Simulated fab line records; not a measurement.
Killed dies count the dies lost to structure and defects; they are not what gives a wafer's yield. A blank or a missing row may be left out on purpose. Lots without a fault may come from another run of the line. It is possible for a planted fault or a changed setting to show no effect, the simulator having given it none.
Matching of chambers ; flow sky130 ; 4 sister chambers for SKY_CONTACT_CMP_04 on cmp-02
The step polishes SiO2. 8 wafers are shown with their chamber, then 7 later ones without.

WAFERS PAIRED WITH THEIR CHAMBERS
wafer;chamber;motorCurrentA (A);timeToEndpointS (s)
L939.1;0;11.4;92
L939.3;2;12.2;89
L939.6;3;11.0;87
L938.2;3;11.3;88
L938.3;2;11.7;83
L938.5;1;13.2;87
L943.1;0;11.8;91
L943.4;1;13.1;89

WAFERS WITH NO CHAMBER GIVEN
wafer;motorCurrentA (A);timeToEndpointS (s)
L943.5;11.3;90
L957.2;11.6;87
L957.5;14.3;91
L957.6;12.3;86
L956.3;13.3;88
L956.5;12.1;83
L956.6;13.3;87

WHICH CHAMBER EACH ONE RAN IN
wafer;from the rows above;in truth
L943.5;can't be placed: 3 or 0 or 2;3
L957.2;can't be placed: 2 or 3 or 0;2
L957.5;1;1
L957.6;2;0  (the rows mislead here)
L956.3;1;1
L956.5;2;2
L956.6;1;1
Placed correctly: 4 of 7. Cannot be placed on the basis of these rows: 2; the candidates contain the true chamber in 2. Placed wrongly: 1.
How it was worked out, from the rows above alone: a wafer's distance from a chamber is the root of the sum, over the readings, of the square of ((its reading less the chamber's mean) divided by the reading's scatter). The wafer belongs to the nearest chamber; if the next one is less than 2 further off, it can't be placed. For every chamber, the mean is computed from those of its wafers that are shown. The scatter: the root of (the sum of the squares of (reading less its chamber's mean) over the shown wafers, divided by (wafers less chambers)).
